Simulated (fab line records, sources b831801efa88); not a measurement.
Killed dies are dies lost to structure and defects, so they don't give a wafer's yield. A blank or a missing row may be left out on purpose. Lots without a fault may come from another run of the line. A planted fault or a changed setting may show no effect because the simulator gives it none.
Tool commonality check | flow sky130 | 12 lots, 36 wafers sampled

WHY IT WAS OPENED
At SKY_VT_ADJUST_NCORE_TW_MEAS_11 the reading VT_ADJUST_NCORE_TW is flagged on 2 of 12 lots. Wafers without a fault read 220.9, standard deviation 1.3.
Rule: a lot is flagged when every wafer of it that has a number lies more than 4 standard deviations from that mean, or none has a number. The other lots count as sound.

lot  | measured     | on            | VT_ADJUST_NCORE_TW, wafer by wafer | flag
L781 | day 8 16:00  | film_metro-03 | 221.0 219.5 220.3                  |
L782 | day 9 06:26  | film_metro-04 | 221.7 222.2 222.5                  |
L783 | day 9 08:58  | film_metro-04 | 234.7 236.3 237.2                  | FLAGGED
L784 | day 9 20:44  | film_metro-02 | 219.0 219.9 218.3                  |
L788 | day 10 15:05 | film_metro-03 | 233.3 233.9 234.1                  | FLAGGED
L793 | day 12 08:28 | film_metro-03 | 221.3 220.5 221.4                  |
L796 | day 13 06:02 | film_metro-03 | 220.5 220.6 219.5                  |
L799 | day 13 21:25 | film_metro-03 | 219.8 219.5 220.0                  |
L800 | day 14 15:39 | film_metro-03 | 221.2 220.6 220.7                  |
L801 | day 15 08:12 | film_metro-04 | 223.8 223.7 222.3                  |
L803 | day 15 20:53 | film_metro-03 | 220.5 219.6 219.4                  |
L802 | day 15 21:51 | film_metro-03 | 218.7 219.2 218.3                  |
The numbers of the flagged lots are 234.9 on average: +14.0 against the usual, or +11 standard deviations.

WHICH TOOL RAN EACH LOT
The record holds 1 process step before the reading, out of a route of 708 steps. In each cell: the tool, then ch and the chambers that the sampled wafers went through, then the start.
lot  | flag    | SKY_VT_ADJUST_NCORE_IMPLANT_09
L781 |         | implanter-04 ch 0, day 8 15:45
L782 |         | implanter-04 ch 0, day 9 06:12
L783 | FLAGGED | implanter-04 ch 0, day 9 08:43
L784 |         | implanter-02 ch 0, day 9 20:29
L788 | FLAGGED | implanter-04 ch 0, day 10 14:51
L793 |         | implanter-03 ch 0, day 12 08:13
L796 |         | implanter-03 ch 0, day 13 05:48
L799 |         | implanter-04 ch 0, day 13 21:12
L800 |         | implanter-04 ch 0, day 14 15:24
L801 |         | implanter-03 ch 0, day 15 07:57
L803 |         | implanter-02 ch 0, day 15 20:39
L802 |         | implanter-04 ch 0, day 15 21:38
What these steps do:
- SKY_VT_ADJUST_NCORE_IMPLANT_09
- SKY_VT_ADJUST_NCORE_TW_MEAS_11

FLAGGED OVER TOTAL, TOOL BY TOOL (the gauges that took the reading come last)
step                           | tool          | lots run | flagged | share of the flagged lots | sound lots run after its first flagged lot
SKY_VT_ADJUST_NCORE_IMPLANT_09 | implanter-02  | 2        | 0       | none                      | -
SKY_VT_ADJUST_NCORE_IMPLANT_09 | implanter-03  | 3        | 0       | none                      | -
SKY_VT_ADJUST_NCORE_IMPLANT_09 | implanter-04  | 7        | 2       | all                       | 3 (L799,L800,L802)
SKY_VT_ADJUST_NCORE_TW_MEAS_11 | film_metro-02 | 1        | 0       | none                      | -
SKY_VT_ADJUST_NCORE_TW_MEAS_11 | film_metro-03 | 8        | 1       | some                      | 6 (L793,L796,L799,L800,L803,L802)
SKY_VT_ADJUST_NCORE_TW_MEAS_11 | film_metro-04 | 3        | 1       | some                      | 1 (L801)

WHAT THE TABLE ALLOWS
1 row of the table ran every flagged lot: implanter-04 at SKY_VT_ADJUST_NCORE_IMPLANT_09.
- implanter-04 at SKY_VT_ADJUST_NCORE_IMPLANT_09: 2 of its 7 lots flagged. Sound lots ran on it after the first flagged one (L799, L800, L802), which a lasting fault on the whole tool wouldn't allow. Its own readings lie more than 4 standard deviations out on every wafer of the flagged lots: beam_energy_keV.
No row of the table ran every flagged lot and no sound lot after the first.

WHAT THE SIMULATOR HAD PUT IN
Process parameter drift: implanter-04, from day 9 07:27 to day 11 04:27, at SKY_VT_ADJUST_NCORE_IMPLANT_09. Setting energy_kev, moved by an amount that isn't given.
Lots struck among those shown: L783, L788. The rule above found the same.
